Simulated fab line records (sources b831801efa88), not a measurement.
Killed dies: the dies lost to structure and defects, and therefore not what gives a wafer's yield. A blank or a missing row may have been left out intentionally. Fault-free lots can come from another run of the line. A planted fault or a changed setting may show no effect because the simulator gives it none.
Which tool is to blame? :: flow sky130 :: 12 lots with 36 wafers sampled at 3 steps, on a route of 708 steps

== WHAT EACH GAUGE READ, for each wafer ==
SKY_METAL2_RS_MEAS_05: measurement is done with a four-point probe.
lot: L075
measured: day 36 00:10
on: film_metro-02
METAL2_ALCU_RS (ohm/sq): 0.1279 0.1292 0.1280

lot: L077
measured: day 37 04:19
on: film_metro-04
METAL2_ALCU_RS (ohm/sq): 0.1292 0.1287 0.1284

lot: L079
measured: day 37 09:56
on: film_metro-04
METAL2_ALCU_RS (ohm/sq): 0.1256 0.1265 0.1264

lot: L081
measured: day 38 03:46
on: film_metro-02
METAL2_ALCU_RS (ohm/sq): 0.1267 0.1246 0.1272

lot: L083
measured: day 38 13:58
on: film_metro-02
METAL2_ALCU_RS (ohm/sq): 0.1272 0.1269 0.1281

lot: L085
measured: day 39 10:45
on: film_metro-02
METAL2_ALCU_RS (ohm/sq): 0.1267 0.1285 0.1270

lot: L088
measured: day 39 22:18
on: film_metro-02
METAL2_ALCU_RS (ohm/sq): 0.1285 0.1277 0.1263

lot: L089
measured: day 40 05:24
on: film_metro-02
METAL2_ALCU_RS (ohm/sq): 0.1283 0.1279 0.1298

lot: L091
measured: day 40 18:29
on: film_metro-02
METAL2_ALCU_RS (ohm/sq): 0.1278 0.1245 0.1282

lot: L093
measured: day 41 06:32
on: film_metro-04
METAL2_ALCU_RS (ohm/sq): 0.1250 0.1263 0.1249

lot: L095
measured: day 41 22:02
on: film_metro-02
METAL2_ALCU_RS (ohm/sq): 0.1285 0.1289 0.1285

lot: L097
measured: day 42 08:27
on: film_metro-02
METAL2_ALCU_RS (ohm/sq): 0.1272 0.1290 0.1265

== WHICH TOOL RAN EACH LOT (tool, then ch and the chambers of the sampled wafers, then the start) ==
lot: L075
SKY_VIA1_CVD_21: cvd_w-01 ch 0,1, day 35 23:27
SKY_METAL2_SPUTTER_00: pvd_sputter-03, day 36 00:01

lot: L077
SKY_VIA1_CVD_21: cvd_w-02 ch 0,1, day 37 03:37
SKY_METAL2_SPUTTER_00: pvd_sputter-04, day 37 04:11

lot: L079
SKY_VIA1_CVD_21: cvd_w-01 ch 0,1, day 37 09:12
SKY_METAL2_SPUTTER_00: pvd_sputter-01, day 37 09:47

lot: L081
SKY_VIA1_CVD_21: cvd_w-02 ch 0,1, day 38 03:02
SKY_METAL2_SPUTTER_00: pvd_sputter-03, day 38 03:37

lot: L083
SKY_VIA1_CVD_21: cvd_w-01 ch 0,1, day 38 13:14
SKY_METAL2_SPUTTER_00: pvd_sputter-03, day 38 13:48

lot: L085
SKY_VIA1_CVD_21: cvd_w-02 ch 0,1, day 39 09:54
SKY_METAL2_SPUTTER_00: pvd_sputter-03, day 39 10:35

lot: L088
SKY_VIA1_CVD_21: cvd_w-01 ch 0,1, day 39 21:35
SKY_METAL2_SPUTTER_00: pvd_sputter-01, day 39 22:07

lot: L089
SKY_VIA1_CVD_21: cvd_w-01 ch 0,1, day 40 04:41
SKY_METAL2_SPUTTER_00: pvd_sputter-03, day 40 05:16

lot: L091
SKY_VIA1_CVD_21: cvd_w-02 ch 0, day 40 17:46
SKY_METAL2_SPUTTER_00: pvd_sputter-03, day 40 18:20

lot: L093
SKY_VIA1_CVD_21: cvd_w-02 ch 0,1, day 41 05:48
SKY_METAL2_SPUTTER_00: pvd_sputter-01, day 41 06:22

lot: L095
SKY_VIA1_CVD_21: cvd_w-01 ch 0,1, day 41 21:19
SKY_METAL2_SPUTTER_00: pvd_sputter-01, day 41 21:53

lot: L097
SKY_VIA1_CVD_21: cvd_w-01 ch 0,1, day 42 07:44
SKY_METAL2_SPUTTER_00: pvd_sputter-03, day 42 08:19
- SKY_VIA1_CVD_21: deposits W, target thk 270 nm, time 80.902 s.
- SKY_METAL2_SPUTTER_00: material Ti, target thk 15 nm, time 10 s.

== THE ANSWER, worked out from the rows above alone ==
Rule: usual is defined by the lots themselves. The widest of any qualifying gaps counts: lots, ordered by their means at a reading, are off when they make up no more than a third of the lots, leave a main group of 4 or more, and stand apart from it by 3 or more times the standard deviation of that group's means. A main group whose means are all the same, to the digits that the tables above print for the reading, isn't used. Also off: a lot with no number at a reading for which 4 or more lots have one. Any other lot the step has rows for is counted as sound.
Across all readings shown, no lot is off: no conclusion can be drawn from this.

== WHAT THE SIMULATOR PUT IN ==
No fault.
